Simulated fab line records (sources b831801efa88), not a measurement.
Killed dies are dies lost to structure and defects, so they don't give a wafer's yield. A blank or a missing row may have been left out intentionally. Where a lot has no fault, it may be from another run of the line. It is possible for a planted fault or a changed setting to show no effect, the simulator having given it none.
Struck lot and sound lot, side by side -- flow sky130 -- 16 out of 708 route steps
Sound: these wafers, L997.1, L997.2, L997.5. The struck wafers were L102.1, L102.3, L102.5. The cause is given at the end.
Order at every step that has rows: each side's tool, ch and its chambers, its first start. Under that, the readings that differ: sound wafers -- struck wafers -- difference of the means -- sigmas: that difference in standard deviations of wafers without a fault.
alike: same words and numbers on both sides, and readings whose means sit less than 2 such deviations apart. not compared: any withheld reading, any reading some wafer has no value for, any bound like >300 that may hide the same value, and any number with overlapping values for which the record gives no deviation.
The two part at a step that has a row with sigmas, a row that says differs or no value, or rows on one side only. Numbers that don't overlap but have no deviation are shown without sigmas and don't part them. A reading missing from all wafers of one side parts the sides only when that side holds two or more wafers.

first, 3 steps without rows for these wafers: SKY_FIELD_ISO_EXPOSE_10 (exposes mask FOM, target cd 150 nm); SKY_FIELD_ISO_PEB_11; SKY_FIELD_ISO_DEVELOP_12 (develop time 60 s).
SKY_FIELD_ISO_CD_MEAS_13 targets a cd of 150 nm.
  sound on cd-sem-01, day 3 18:31; struck on cd-sem-01, day 4 18:26
reading,sound,struck,difference,sigmas
cd-nm (nm),147.5 146.9 147.8,151.5 151.3 152.4,+4.3,+3
SKY_FIELD_ISO_ETCH_14: etches BARC in N2/H2, stops on SiO2, time 45.9 s, target depth 60 nm.
  sound on rie-diel-01 ch 1,2, day 3 18:38; struck on rie-diel-01 ch 1,3, day 4 18:34
  alike: bias-w, drypump-motor-current-A, n2-flow-sccm, oes-product-au, throttle-valve-pct
  not compared: rf-hours-counter-h
SKY_FIELD_ISO_ETCH_15: etches the open film in CHF3/O2, stops on Si, target depth 180 nm, time 72 s.
  sound on rie-diel-01 ch 1,2, day 3 18:40; struck on rie-diel-01 ch 1,3, day 4 18:37
  alike: bias-w, chf3-flow-sccm, drypump-motor-current-A, oes-product-au, throttle-valve-pct
  not compared: rf-hours-counter-h
SKY_FIELD_ISO_STRIP_16: strips in O2/N2.
  sound on plasma-asher-02 ch 0,1, day 3 18:44; struck on plasma-asher-03 ch 0,1, day 4 18:40
  alike: drypump-motor-current-A, n2-flow-sccm, oes-product-au, strip-time-to-endpoint-s
  not compared: rf-hours-counter-h
SKY_FIELD_ISO_ETCH_17: etches Si in HBr/Cl2/O2, target depth 342 nm, time 97.7 s.
  sound on rie-si-01 ch 0,1,2, day 3 18:50; struck on rie-si-02 ch 0,2, day 4 18:46
  alike: bias-w, drypump-motor-current-A, oes-product-au, throttle-valve-pct
  not compared: rf-hours-counter-h
then, 4 steps without rows for these wafers: SKY_FIELD_ISO_WET_ETCH_18 (etches Si3N4 in H3PO4, target depth 25 nm, time 286 s); SKY_FIELD_ISO_CLEAN_19 (cleans in SC1/SC2, time 150 s); SKY_FIELD_ISO_CLEAN_20 (cleans in dHF, time 19.71 s); SKY_FIELD_ISO_WET_ETCH_21 (etches SiO2 in dHF, target depth 20 nm, time 400 s).
SKY_FIELD_ISO_OXIDATION_22: stabilise 600 s, purge 300 s, target thk 10 nm.
  sound on furnace-02 ch 0, day 3 19:10; struck on furnace-02 ch 0, day 4 19:39
reading,sound,struck,difference,sigmas
model.SiO2_of_FIELD_ISO_OXIDATION_22.thk-nm (nm),10.01 9.908 9.931,4.075 4.348 4.35,-5.692,
  alike: spike-tc-top-C, spike-tc-upper-C
SKY_FIELD_ISO_THK_MEAS_23:
  sound on film-metro-01, day 3 20:20; struck on film-metro-03, day 4 20:50
reading,sound,struck,difference,sigmas
FIELD_ISO_OXIDATION_01_THK (nm),9.98 9.89 9.95,4.11 4.33 4.35,-5.68,-27
then, 1 step without rows for these wafers: SKY_FIELD_ISO_CVD_24 (deposits SiO2, target thk 595 nm, time 99.2 s).
-- a jump in the record: the struck wafers' starts before and after are 44 days apart (it breaks off in module FIELD_ISO and resumes in module PAD_OPEN, where the first step shown is number 708 of the route) --
SKY_PAD_OPEN_PROBE_99:
  sound on prober-01, day 47 18:10; struck on prober-02, day 49 08:19
reading,sound,struck,difference,sigmas
killed_at_M0_to_M3,38 33 49,60 39 69,+16,+2
killed-open,43 36 46,62 45 58,+13,+2
model.etest.diode-ndiff-fingers.leak-log10-a-cm2,-6.784 -6.462 -6.797,-6.261 -6.314 -6.316,+0.384,
model.etest.diode-pdiff-fingers.leak-log10-a-cm2,-6.616 -6.687 -6.652,-6.085 -6.374 -6.142,+0.451,
model.etest.sram-nfet-pass.off-log10-a-um,-12.62 -12.72 -12.69,-12.4 -12.25 -11.97,+0.5,
  alike: killed_at_M4_up, killed-at-contacts, killed-at-front-end, killed-at-other, killed-dies, killed-short
  not compared: model.etest.nfet_01v8.off-log10-a-um

WHERE THEY PART
Last at SKY_PAD_OPEN_PROBE_99 as far as this record goes, first at SKY_FIELD_ISO_CD_MEAS_13.

WHY: the cause the simulator had injected
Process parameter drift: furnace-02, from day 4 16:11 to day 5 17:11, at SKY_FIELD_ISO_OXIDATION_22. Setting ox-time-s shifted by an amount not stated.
